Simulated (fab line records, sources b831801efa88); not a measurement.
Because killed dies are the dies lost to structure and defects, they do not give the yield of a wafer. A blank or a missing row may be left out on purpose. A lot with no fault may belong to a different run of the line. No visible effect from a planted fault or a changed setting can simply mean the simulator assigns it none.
fab line records	flow sky130
record lots=12	wafers=36	lastDay=50
route steps=708 shown LDD_P@265 LDD_LDN@301 POLY_CUT@315 PAD_OPEN@708
lots that met no fault: taken from a fault-free run of the same line
startH: hours from the record's opening day to when the first of the lot's shown wafers began	waitH: hours since the lot's step before	" unchanged from the row above	L1.1+2: several wafers, shown together as one row	- no value, or no start given	* or withheld: withheld	< > ~ a bound
route shown NAME@n: NAME is a module with steps in the file, n the number in the route of the first one	usual: average and standard deviation across the fault-free wafers	same: alike in all rows	chamber/n: place in a boat	sites: each site's reading	_std_site: standard deviation across them	_edge_site: outer sites' mean less inner sites'	radiusMm: for every site, how far away it sits from the centre of the wafer	mask NAME#n: copy n	behind: the tool/chamber that last shaped the wafer	hold: why the lot was held/for how many hours/how that ended	device: which transistor (n, p or np) failed to switch	end of line: tests run on the same wafers once the route is complete	a step given without rows: its recipe and nothing more	killed: dies that structure and defects cost at the first sort, which is not the same as the wafer's yield	map: a wafer's dies, marking killed ones x, the rest . and places with no die _
set.NAME: the setting as run; set.NAME@STEP: as run at that earlier step	model.NAME: the simulator's own value behind a step, which no gauge read
route steps across a sampled set of lots; one table per step, one row per wafer
services: a tool's chamber out of use, with start hour (startH, from the record's first day; less than 0 if before it), hours out, and reason
## steps
# step SKY_LDD_P_STRIP_10
# recipe chemistry=O2/N2	powerW=1400	pressureMtorr=1500	platenTempC=withheld	o2FlowSccm=3000	n2FlowSccm=300	overashFraction=0.5
# usual chamberPressureMTorr=1500.1/1.4	drypumpMotorCurrentA=5.87/0.25	oesProductAu=0.716/0.0045	stripTimeToEndpointS=14.17/0.039
lot.wafer	tool	chamber	startH	waitH	chamberPressureMTorr	drypumpMotorCurrentA	oesProductAu	rfHoursCounterH	stripTimeToEndpointS
L906.1	plasmaAsher-02	1	443.33	0.1	1500.2	5.70	0.717	32	14.13
L906.2	"	0	"	"	1500.5	5.58	0.721	32	14.16
L906.6	"	0	"	"	1501.2	5.58	0.711	-	14.08
L907.2	plasmaAsher-01	0	459.39	0.1	1499.7	5.57	0.717	75	14.14
L907.4	"	1	"	"	1500.6	5.98	0.720	-	14.12
L907.6	"	1	"	"	1499.5	5.99	0.716	-	14.06
L908.1	plasmaAsher-01	0	471.38	0.1	1498.7	5.58	0.713	77	14.19
L908.5	"	0	"	"	1500.3	5.59	0.712	-	14.16
L908.6	"	1	"	"	1498.8	6.05	0.710	-	14.15
L911.1	plasmaAsher-01	0	499.14	0.1	1500.2	5.56	0.719	79	14.12
L911.4	"	0	"	"	1499.6	5.53	0.719	-	14.13
L911.6	"	0	"	"	1497.8	5.57	0.711	-	14.09
L917.4	plasmaAsher-04	1	555.77	0.1	1499.9	5.96	0.718	-	14.19
L917.5	"	0	"	"	1500.7	6.19	0.717	-	14.16
L917.6	"	1	"	"	1500.0	5.97	0.718	-	14.14
L918.4	plasmaAsher-04	1	563.77	0.1	1501.3	5.99	0.715	-	14.13
L918.5	"	1	"	"	1500.9	5.97	0.723	-	14.18
L918.6	"	0	"	"	1499.8	6.22	0.714	-	14.18
L919.2	plasmaAsher-04	0	573.93	0.1	1499.8	6.25	0.714	14	14.24
L919.4	"	0	"	"	1498.9	6.27	0.705	-	14.22
L919.6	"	1	"	"	1500.7	5.96	0.719	-	14.25
L922.4	plasmaAsher-01	0	595.22	0.1	1499.6	5.54	0.714	-	14.19
L922.5	"	1	"	"	1498.6	6.02	0.711	-	14.22
L922.6	"	0	"	"	1500.8	5.59	0.713	-	14.19
L924.4	plasmaAsher-02	0	621.22	0.1	1501.6	5.60	0.714	-	14.24
L924.5	"	0	"	"	1501.2	5.57	0.720	-	14.21
L924.6	"	1	"	"	1497.5	5.73	0.710	-	14.22
L925.1	plasmaAsher-04	1	623.69	0.1	1498.7	5.97	0.721	19	14.21
L925.4	"	1	"	"	1499.5	5.99	0.711	-	14.23
L925.5	"	0	"	"	1498.7	6.26	0.704	-	14.25
L927.1	plasmaAsher-01	0	627.63	0.1	1499.8	5.59	0.718	93	14.21
L927.4	"	0	"	"	1497.2	5.60	0.716	-	14.20
L927.5	"	0	"	"	1503.1	5.59	0.720	-	14.20
L926.2	plasmaAsher-01	0	629.04	0.1	1499.9	5.59	0.722	93	14.19
L926.3	"	0	"	"	1502.0	5.57	0.720	-	14.15
L926.4	"	1	"	"	1500.8	6.04	0.718	-	14.19
# step SKY_LDD_LDN_STRIP_12
# recipe chemistry=O2/N2	powerW=1400	pressureMtorr=1500	platenTempC=withheld	o2FlowSccm=3000	n2FlowSccm=300	overashFraction=0.5
# usual chamberPressureMTorr=1499.9/1.5	drypumpMotorCurrentA=6.07/0.25	oesProductAu=0.715/0.004	stripTimeToEndpointS=14.20/0.037
lot.wafer	tool	chamber	startH	waitH	chamberPressureMTorr	drypumpMotorCurrentA	oesProductAu	rfHoursCounterH	stripTimeToEndpointS
L906.1	plasmaAsher-03	0	536.26	0.1	1499.1	6.46	0.710	71	14.21
L906.2	"	1	"	"	1498.3	5.98	0.710	71	14.20
L906.6	"	0	"	"	1501.7	6.49	0.718	-	14.17
L907.2	plasmaAsher-01	1	552.17	0.1	1499.8	6.04	0.710	84	14.19
L907.4	"	0	"	"	1499.9	5.60	0.715	-	14.21
L907.6	"	1	"	"	1500.4	6.01	0.720	-	14.18
L908.1	plasmaAsher-04	0	562.81	0.1	1500.8	6.26	0.714	13	14.26
L908.5	"	0	"	"	1498.2	6.21	0.717	-	14.21
L908.6	"	1	"	"	1499.4	5.96	0.718	-	14.26
L911.1	plasmaAsher-03	1	591.12	0.1	1499.6	6.01	0.716	76	14.14
L911.4	"	1	"	"	1498.9	6.02	0.717	-	14.22
L911.6	"	1	"	"	1498.0	6.02	0.714	-	14.19
L917.4	plasmaAsher-04	1	644.99	0.1	-	-	-	-	-
L917.5	"	1	"	"	-	-	-	-	-
L917.6	"	0	"	"	-	-	-	-	-
L918.4	plasmaAsher-04	1	653.86	0.1	-	-	-	-	-
L918.5	"	0	"	"	-	-	-	-	-
L918.6	"	1	"	"	-	-	-	-	-
L919.2	plasmaAsher-04	0	662.73	0.1	-	-	-	-	-
L919.4	"	1	"	"	-	-	-	-	-
L919.6	"	0	"	"	-	-	-	-	-
L922.4	plasmaAsher-04	0	682.94	0.1	1500.3	6.23	0.715	-	14.19
L922.5	"	0	"	"	1501.9	6.27	0.715	-	14.21
L922.6	"	1	"	"	1499.2	5.97	0.713	-	14.19
L924.4	plasmaAsher-04	0	706.16	0.1	1498.4	6.23	0.714	-	14.22
L924.5	"	0	"	"	1499.9	6.19	0.715	-	14.24
L924.6	"	1	"	"	1502.1	5.98	0.716	-	14.25
L925.1	plasmaAsher-04	1	708.77	0.1	1499.9	5.97	0.716	28	14.19
L925.4	"	1	"	"	1500.5	5.98	0.713	-	14.18
L925.5	"	1	"	"	1498.9	5.96	0.721	-	14.14
L927.1	plasmaAsher-01	1	713.02	0.1	1502.0	5.99	0.708	101	14.16
L927.4	"	1	"	"	1500.8	6.04	0.712	-	14.16
L927.5	"	0	"	"	1498.5	5.58	0.714	-	14.17
L926.2	plasmaAsher-01	1	714.57	0.1	1499.5	6.01	0.714	101	14.26
L926.3	"	1	"	"	1498.3	6.02	0.712	-	14.26
L926.4	"	0	"	"	1501.5	5.59	0.708	-	14.25
# step SKY_POLY_CUT_CD_MEAS_08
# recipe targetCdNm=270
# usual cdNm=270.7/1.4
lot.wafer	tool	chamber	startH	waitH	cdNm
L906.1	cdSem-01	-	569.52	-	273.1
L906.2	"	-	"	"	273.4
L906.6	"	-	"	"	271.9
L907.2	cdSem-02	-	583.35	-	269.0
L907.4	"	-	"	"	268.4
L907.6	"	-	"	"	270.9
L908.1	cdSem-02	-	596.43	-	269.2
L908.5	"	-	"	"	267.8
L908.6	"	-	"	"	267.8
L911.1	cdSem-02	-	621.83	-	271.7
L911.4	"	-	"	"	272.3
L911.6	"	-	"	"	271.7
L922.4	cdSem-02	-	712.88	-	271.8
L922.5	"	-	"	"	272.0
L922.6	"	-	"	"	272.0
L924.4	cdSem-02	-	735.54	-	272.0
L924.5	"	-	"	"	271.3
L924.6	"	-	"	"	272.2
L925.1	cdSem-02	-	739.08	-	268.4
L925.4	"	-	"	"	269.4
L925.5	"	-	"	"	269.9
L927.1	cdSem-02	-	741.53	-	271.9
L927.4	"	-	"	"	271.6
L927.5	"	-	"	"	269.9
L926.2	cdSem-02	-	744.35	-	271.2
L926.3	"	-	"	"	272.3
L926.4	"	-	"	"	271.6
# step SKY_POLY_CUT_STRIP_12
# recipe chemistry=O2/N2	powerW=1400	pressureMtorr=1500	platenTempC=withheld	o2FlowSccm=3000	n2FlowSccm=300	overashFraction=0.5
# usual chamberPressureMTorr=1500/4.2	drypumpMotorCurrentA=5.90/0.25	oesProductAu=0.452/0.0046	stripTimeToEndpointS=5.355/0.017
lot.wafer	tool	chamber	startH	waitH	chamberPressureMTorr	drypumpMotorCurrentA	oesProductAu	rfHoursCounterH	stripTimeToEndpointS
L906.1	plasmaAsher-01	1	569.76	0.0	1499	6.05	0.456	86	5.336
L906.2	"	0	"	"	1499	5.60	0.451	86	5.340
L906.6	"	1	"	"	1500	6.05	0.451	-	5.344
L907.2	plasmaAsher-04	1	583.57	0.0	1501	5.96	0.457	15	5.354
L907.4	"	0	"	"	1502	6.26	0.449	-	5.368
L907.6	"	0	"	"	1497	6.27	0.451	-	5.331
L908.1	plasmaAsher-01	0	596.67	0.0	1499	5.58	0.454	89	5.336
L908.5	"	1	"	"	1452	6.03	0.452	-	5.337
L908.6	"	0	"	"	1500	5.59	0.456	-	5.334
L911.1	plasmaAsher-01	1	622.07	0.0	1501	6.04	0.444	92	5.355
L911.4	"	0	"	"	1501	5.59	0.452	-	5.353
L911.6	"	0	"	"	1500	5.55	0.449	-	5.359
L922.4	plasmaAsher-04	0	713.09	0.0	1500	6.23	0.455	-	5.367
L922.5	"	1	"	"	1500	5.93	0.450	-	5.372
L922.6	"	0	"	"	1501	6.21	0.460	-	5.381
L924.4	plasmaAsher-04	0	735.75	0.1	1497	6.25	0.460	-	5.358
L924.5	"	0	"	"	1500	6.23	0.452	-	5.348
L924.6	"	1	"	"	1500	5.96	0.456	-	5.372
L925.1	plasmaAsher-04	1	739.32	0.0	1502	5.97	0.460	31	5.345
L925.4	"	0	"	"	1500	6.23	0.447	-	5.364
L925.5	"	1	"	"	1501	5.99	0.453	-	5.354
L927.1	plasmaAsher-04	0	741.77	0.0	1501	6.23	0.450	31	5.344
L927.4	"	1	"	"	1498	5.96	0.459	-	5.351
L927.5	"	1	"	"	1501	5.97	0.451	-	5.353
L926.2	plasmaAsher-01	0	744.57	0.0	1501	5.60	0.450	0	5.332
L926.3	"	1	"	"	1501	6.02	0.452	-	5.362
L926.4	"	0	"	"	1500	5.58	0.452	-	5.337
# step SKY_PAD_OPEN_PROBE_99
# usual killed_at_M0_to_M3=44/7	killed_at_M4_up=3.2/2	killedAtContacts=25/5.3	killedAtFrontEnd=15/4.3	killedAtOther=0.3/0.54	killedDies=86/8.7	killedOnRim=17/3.6	killedOpen=47/6.4	killedShort=39/5.6
# same grossDies=492	killedAtBackSide=0
lot.wafer	tool	chamber	startH	waitH	killed_at_M0_to_M3	killed_at_M4_up	killedAtContacts	killedAtFrontEnd	killedAtOther	killedDies	killedOnRim	killedOpen	killedShort
L906.1	prober-01	-	1082.40	0.1	45	3	30	14	0	92	18	50	42
L906.2	prober-01	-	1082.45	0.1	35	3	35	11	0	84	18	48	36
L906.6	prober-01	-	1082.65	0.2	50	2	26	11	1	90	20	53	36
L907.2	prober-02	-	1091.26	0.1	36	3	31	11	1	82	17	41	39
L907.4	prober-02	-	1091.36	0.2	47	6	17	15	1	86	17	37	48
L907.6	prober-02	-	1091.46	0.2	53	3	28	13	1	98	21	51	45
L908.1	prober-01	-	1102.29	0.1	31	4	28	14	0	77	21	50	27
L908.5	prober-01	-	1102.49	0.2	49	6	27	16	0	98	17	46	52
L908.6	prober-01	-	1102.54	0.2	47	2	23	13	0	85	16	47	38
L911.1	prober-02	-	1117.21	0.1	42	6	23	15	0	86	16	48	38
L911.4	prober-02	-	1117.36	0.2	51	1	15	10	1	78	15	45	33
L911.6	prober-02	-	1117.46	0.2	35	8	17	18	0	78	16	44	34
L917.4	prober-02	-	1150.14	0.2	29	6	25	431	1	492	96	28	43
L917.5	prober-02	-	1150.19	0.2	47	5	26	414	0	492	96	45	40
L917.6	prober-02	-	1150.24	0.2	38	2	29	422	1	492	96	47	38
L918.4	prober-01	-	1157.16	0.2	37	0	24	431	0	492	96	45	30
L918.5	prober-01	-	1157.21	0.2	37	2	28	425	0	492	96	50	38
L918.6	prober-01	-	1157.26	0.2	46	4	22	420	0	492	96	43	42
L919.2	prober-01	-	1166.30	0.1	44	3	20	425	0	492	96	45	40
L919.4	prober-01	-	1166.40	0.2	37	4	21	429	1	492	96	45	35
L919.6	prober-01	-	1166.50	0.2	38	2	17	434	1	492	96	40	33
L922.4	prober-01	-	1178.50	0.2	54	6	24	13	0	97	20	44	53
L922.5	prober-01	-	1178.55	0.2	52	6	26	13	0	97	25	52	45
L922.6	prober-01	-	1178.60	0.2	38	10	33	10	0	91	21	54	37
L924.4	prober-01	-	1190.34	0.2	59	3	15	12	2	91	12	55	35
L924.5	prober-01	-	1190.39	0.2	42	1	29	29	0	101	18	58	43
L924.6	prober-01	-	1190.44	0.2	41	5	27	15	0	88	24	53	35
L925.1	prober-02	-	1191.90	0.1	45	7	18	17	1	88	16	39	49
L925.4	prober-02	-	1192.05	0.2	42	3	24	16	0	85	16	46	39
L925.5	prober-02	-	1192.10	0.2	51	0	27	12	0	90	19	43	47
L927.1	prober-01	-	1193.54	0.1	46	3	31	18	1	99	12	57	42
L927.4	prober-01	-	1193.69	0.2	48	3	26	17	0	94	20	47	47
L927.5	prober-01	-	1193.74	0.2	49	5	24	13	0	91	10	49	42
L926.2	prober-02	-	1198.41	0.1	33	0	30	17	2	82	22	48	31
L926.3	prober-02	-	1198.46	0.2	42	5	19	14	0	80	12	35	45
L926.4	prober-02	-	1198.51	0.2	46	5	28	11	0	90	15	53	37
# killed by level:class
L906.1 CONTACT:geometricParticle:open=12 VIA1:geometricParticle:open=12 CONTACT:geometricParticle:short=10 METAL1:geometricParticle:short=8 VIA2:geometricParticle:open=7 POLY_GATE:geometricParticle:short=5 LI_CONTACT:geometricParticle:open=5 VIA3:geometricParticle:open=4
L906.2 CONTACT:geometricParticle:open=15 VIA1:geometricParticle:open=10 LI_CONTACT:geometricParticle:open=8 CONTACT:geometricParticle:short=5 METAL2:geometricParticle:short=5 VIA3:geometricParticle:open=5 LOCAL_INTERCONNECT:geometricParticle:short=4 METAL1:geometricParticle:short=4
L906.6 VIA1:geometricParticle:open=14 CONTACT:geometricParticle:open=13 METAL1:geometricParticle:short=7 VIA1:geometricParticle:short=6 VIA3:geometricParticle:open=6 CONTACT:geometricParticle:short=4 LOCAL_INTERCONNECT:geometricParticle:short=4 METAL2:geometricParticle:short=4
L907.2 CONTACT:geometricParticle:open=10 VIA1:geometricParticle:open=10 CONTACT:geometricParticle:short=7 LI_CONTACT:geometricParticle:open=6 VIA2:geometricParticle:open=6 FIELD_ISO:geometricParticle:short=4 LOCAL_INTERCONNECT:geometricParticle:short=4 METAL1:geometricParticle:short=4
L907.4 VIA1:geometricParticle:open=10 VIA1:geometricParticle:short=8 FIELD_ISO:geometricParticle:short=7 CONTACT:geometricParticle:open=6 CONTACT:geometricParticle:short=5 METAL1:geometricParticle:short=5 VIA2:geometricParticle:open=5 VIA3:geometricParticle:open=5
L907.6 VIA2:geometricParticle:open=12 LI_CONTACT:geometricParticle:open=11 CONTACT:geometricParticle:open=9 VIA3:geometricParticle:short=7 VIA1:geometricParticle:open=6 CONTACT:geometricParticle:short=6 METAL2:geometricParticle:short=6 METAL3:geometricParticle:short=5
L908.1 CONTACT:geometricParticle:open=12 LI_CONTACT:geometricParticle:open=8 VIA1:geometricParticle:open=8 METAL2:geometricParticle:short=5 VIA3:geometricParticle:open=5 POLY_GATE:geometricParticle:open=4 CONTACT:geometricParticle:short=4 FIELD_ISO:geometricParticle:open=3
L908.5 CONTACT:geometricParticle:open=9 LI_CONTACT:geometricParticle:open=7 METAL2:geometricParticle:short=7 FIELD_ISO:geometricParticle:short=6 VIA3:geometricParticle:open=5 METAL4:geometricParticle:short=5 LOCAL_INTERCONNECT:geometricParticle:short=5 VIA2:geometricParticle:open=5
L908.6 CONTACT:geometricParticle:open=10 METAL2:geometricParticle:short=8 VIA2:geometricParticle:open=7 METAL3:geometricParticle:short=7 LI_CONTACT:geometricParticle:open=6 METAL1:geometricParticle:short=5 VIA1:geometricParticle:open=5 FIELD_ISO:geometricParticle:open=4
L911.1 VIA1:geometricParticle:open=10 CONTACT:geometricParticle:open=9 VIA3:geometricParticle:open=9 METAL2:geometricParticle:short=7 POLY_GATE:geometricParticle:short=5 METAL4:geometricParticle:short=5 METAL1:geometricParticle:short=5 VIA2:geometricParticle:open=5
L911.4 VIA1:geometricParticle:open=11 VIA3:geometricParticle:open=10 METAL2:geometricParticle:short=6 CONTACT:geometricParticle:open=6 METAL1:geometricParticle:short=5 VIA2:geometricParticle:open=5 VIA2:geometricParticle:short=4 FIELD_ISO:geometricParticle:open=3
L911.6 VIA1:geometricParticle:open=8 METAL2:geometricParticle:short=7 POLY_GATE:geometricParticle:open=6 VIA2:geometricParticle:open=6 LOCAL_INTERCONNECT:geometricParticle:short=5 CONTACT:geometricParticle:open=5 FIELD_ISO:geometricParticle:open=4 POLY_GATE:geometricParticle:short=4
L917.4 SPACER:areaCvd=420 LOCAL_INTERCONNECT:geometricParticle:short=8 CONTACT:geometricParticle:open=7 VIA1:geometricParticle:open=6 METAL4:geometricParticle:short=4 CONTACT:geometricParticle:short=4 METAL2:geometricParticle:short=4 VIA2:geometricParticle:short=4
L917.5 SPACER:areaCvd=407 VIA1:geometricParticle:open=12 CONTACT:geometricParticle:open=12 METAL2:geometricParticle:short=9 VIA2:geometricParticle:open=6 LI_CONTACT:geometricParticle:open=5 CONTACT:geometricParticle:short=5 METAL1:geometricParticle:short=4
L917.6 SPACER:areaCvd=405 CONTACT:geometricParticle:open=10 VIA1:geometricParticle:open=8 CONTACT:geometricParticle:short=7 VIA3:geometricParticle:open=7 LI_CONTACT:geometricParticle:open=6 VIA2:geometricParticle:short=6 POLY_GATE:geometricParticle:open=5
L918.4 SPACER:areaCvd=417 VIA1:geometricParticle:open=9 VIA2:geometricParticle:open=8 LI_CONTACT:geometricParticle:open=7 CONTACT:geometricParticle:open=7 FIELD_ISO:geometricParticle:open=5 CONTACT:geometricParticle:short=5 METAL1:geometricParticle:short=4
L918.5 SPACER:areaCvd=404 CONTACT:geometricParticle:open=9 CONTACT:geometricParticle:short=9 VIA1:geometricParticle:open=9 FIELD_ISO:geometricParticle:open=8 VIA3:geometricParticle:open=6 VIA2:geometricParticle:open=4 SPACER:geometricParticle:open=3
L918.6 SPACER:areaCvd=407 VIA1:geometricParticle:short=11 VIA3:geometricParticle:open=7 CONTACT:geometricParticle:open=7 VIA1:geometricParticle:open=7 LI_CONTACT:geometricParticle:open=6 VIA2:geometricParticle:open=6 METAL1:geometricParticle:short=5
L919.2 SPACER:areaCvd=405 VIA1:geometricParticle:open=13 LI_CONTACT:geometricParticle:open=7 METAL1:geometricParticle:short=7 FIELD_ISO:geometricParticle:open=6 METAL2:geometricParticle:short=6 FIELD_ISO:geometricParticle:short=4 VIA1:geometricParticle:short=4
L919.4 SPACER:areaCvd=410 VIA1:geometricParticle:open=12 METAL2:geometricParticle:short=7 FIELD_ISO:geometricParticle:open=6 LI_CONTACT:geometricParticle:open=6 LOCAL_INTERCONNECT:geometricParticle:short=5 VIA2:geometricParticle:open=5 CONTACT:geometricParticle:open=5
L919.6 SPACER:areaCvd=419 VIA1:geometricParticle:open=13 VIA3:geometricParticle:open=7 METAL2:geometricParticle:short=6 FIELD_ISO:geometricParticle:open=5 CONTACT:geometricParticle:open=5 LI_CONTACT:geometricParticle:open=4 LOCAL_INTERCONNECT:geometricParticle:short=4
L922.4 VIA1:geometricParticle:open=15 METAL1:geometricParticle:short=8 VIA1:geometricParticle:short=8 CONTACT:geometricParticle:open=6 VIA2:geometricParticle:open=6 VIA3:geometricParticle:short=6 LI_CONTACT:geometricParticle:short=5 LI_CONTACT:geometricParticle:open=5
L922.5 VIA1:geometricParticle:open=14 VIA2:geometricParticle:open=8 CONTACT:geometricParticle:open=7 METAL1:geometricParticle:short=7 VIA3:geometricParticle:open=6 LI_CONTACT:geometricParticle:open=6 LI_CONTACT:geometricParticle:short=5 CONTACT:geometricParticle:short=5
L922.6 LI_CONTACT:geometricParticle:open=11 VIA1:geometricParticle:open=9 VIA3:geometricParticle:open=9 VIA2:geometricParticle:open=9 METAL4:geometricParticle:short=8 CONTACT:geometricParticle:short=6 CONTACT:geometricParticle:open=6 FIELD_ISO:geometricParticle:short=4
L924.4 VIA1:geometricParticle:open=14 VIA3:geometricParticle:open=14 VIA2:geometricParticle:open=10 LI_CONTACT:geometricParticle:open=7 METAL2:geometricParticle:short=6 POLY_GATE:geometricParticle:short=5 CONTACT:geometricParticle:short=3 CONTACT:geometricParticle:open=3
L924.5 VIA1:geometricParticle:open=12 LI_CONTACT:geometricParticle:open=10 CONTACT:geometricParticle:open=8 FIELD_ISO:geometricParticle:open=6 VIA1:geometricParticle:short=6 POLY_GATE:geometricParticle:short=5 SPACER:geometricParticle:open=5 SPACER:geometricParticle:short=5
L924.6 LI_CONTACT:geometricParticle:open=9 CONTACT:geometricParticle:open=9 VIA1:geometricParticle:open=8 VIA2:geometricParticle:open=7 VIA3:geometricParticle:open=6 FIELD_ISO:geometricParticle:open=5 POLY_GATE:geometricParticle:open=5 LI_CONTACT:geometricParticle:short=5
L925.1 METAL1:geometricParticle:short=10 CONTACT:geometricParticle:open=7 VIA1:geometricParticle:open=7 FIELD_ISO:geometricParticle:open=6 METAL4:geometricParticle:short=6 FIELD_ISO:geometricParticle:short=5 VIA3:geometricParticle:short=5 VIA3:geometricParticle:open=5
L925.4 VIA1:geometricParticle:open=12 METAL1:geometricParticle:short=8 FIELD_ISO:geometricParticle:open=6 CONTACT:geometricParticle:open=6 VIA2:geometricParticle:open=6 LI_CONTACT:geometricParticle:open=5 CONTACT:geometricParticle:short=5 POLY_GATE:geometricParticle:open=4
L925.5 VIA1:geometricParticle:open=12 METAL1:geometricParticle:short=11 LOCAL_INTERCONNECT:geometricParticle:short=8 CONTACT:geometricParticle:open=8 LI_CONTACT:geometricParticle:open=6 VIA2:geometricParticle:open=6 VIA1:geometricParticle:short=6 METAL2:geometricParticle:short=6
L927.1 VIA2:geometricParticle:open=10 CONTACT:geometricParticle:open=9 LI_CONTACT:geometricParticle:open=8 VIA3:geometricParticle:open=7 VIA1:geometricParticle:open=6 FIELD_ISO:geometricParticle:open=5 CONTACT:geometricParticle:short=5 VIA1:geometricParticle:short=5
L927.4 VIA3:geometricParticle:open=11 CONTACT:geometricParticle:open=10 FIELD_ISO:geometricParticle:short=7 VIA2:geometricParticle:open=7 VIA1:geometricParticle:short=6 LOCAL_INTERCONNECT:geometricParticle:short=5 VIA1:geometricParticle:open=5 METAL3:geometricParticle:short=5
L927.5 VIA1:geometricParticle:open=11 METAL1:geometricParticle:short=8 LI_CONTACT:geometricParticle:open=7 VIA2:geometricParticle:open=7 LOCAL_INTERCONNECT:geometricParticle:short=6 CONTACT:geometricParticle:open=6 FIELD_ISO:geometricParticle:open=5 METAL2:geometricParticle:short=5
L926.2 CONTACT:geometricParticle:open=15 VIA1:geometricParticle:open=8 FIELD_ISO:geometricParticle:open=6 CONTACT:geometricParticle:short=6 LOCAL_INTERCONNECT:geometricParticle:short=5 METAL2:geometricParticle:open=4 VIA2:geometricParticle:open=4 VIA3:geometricParticle:open=4
L926.3 CONTACT:geometricParticle:short=7 VIA1:geometricParticle:open=7 VIA3:geometricParticle:open=7 VIA1:geometricParticle:short=6 POLY_GATE:geometricParticle:short=5 CONTACT:geometricParticle:open=5 VIA2:geometricParticle:short=5 METAL4:geometricParticle:short=5
L926.4 CONTACT:geometricParticle:open=12 VIA2:geometricParticle:open=11 VIA1:geometricParticle:open=8 LI_CONTACT:geometricParticle:short=5 LI_CONTACT:geometricParticle:open=5 METAL4:geometricParticle:short=5 VIA3:geometricParticle:open=5 SPACER:geometricParticle:open=4
## services
tool	chamber	startH	hours	kind
plasmaAsher-04	-	421.25	9.0	pm
plasmaAsher-04	0	421.25	9.0	ventCycle
plasmaAsher-04	1	421.25	9.0	ventCycle
plasmaAsher-02	-	425.66	4.3	pm
plasmaAsher-04	0	430.25	-	clean
plasmaAsher-04	1	430.25	-	clean
plasmaAsher-01	-	442.55	13.8	repair
plasmaAsher-03	-	585.81	2.8	pm
plasmaAsher-02	-	594.94	8.6	repair
plasmaAsher-02	-	621.73	4.0	pm
plasmaAsher-02	-	714.91	1.2	repair
plasmaAsher-01	-	733.75	9.0	pm
plasmaAsher-01	0	733.75	9.0	ventCycle
plasmaAsher-01	1	733.75	9.0	ventCycle
plasmaAsher-01	0	742.75	-	clean
plasmaAsher-01	1	742.75	-	clean
## key
firstSign step=SKY_LDD_LDN_STRIP_12	reading=toolRecord	direction=missing
effect step=SKY_PAD_OPEN_PROBE_99	reading=killedAtFrontEnd	direction=up	sigmas=96	usual=15	struck=426
moreKillsBornAt SKY_SPACER_CVD_00@lpcvd-02=3694
metAt SKY_LDD_LDN_STRIP_12
struckLots L917,L918,L919
laterRowsLeftOut L917.4,L917.5,L917.6,L918.4,L918.5,L918.6,L919.2,L919.4,L919.6
testerLeftOut L917,L918,L919
notActingAt SKY_LDD_P_STRIP_10,SKY_POLY_CUT_CD_MEAS_08,SKY_POLY_CUT_STRIP_12
onsetBetween 562.81 644.99
fault kind=skippedStepWhole	tool=plasmaAsher-04	chamber=-	onsetH=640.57	steps=SKY_LDD_LDN_STRIP_12	scope=struckLotsOnly
# testerLeftOut: of these lots the tester's yield and bins aren't shown, on N5 and GAA mostly nor the transistor test; their killed dies are dies lost to structure and defects alone, not to doping, threshold or leakage, so they don't give the yield
# laterRowsLeftOut: the simulator's readings of these wafers behind a module that went badly wrong aren't trusted and aren't shown, but for the sort
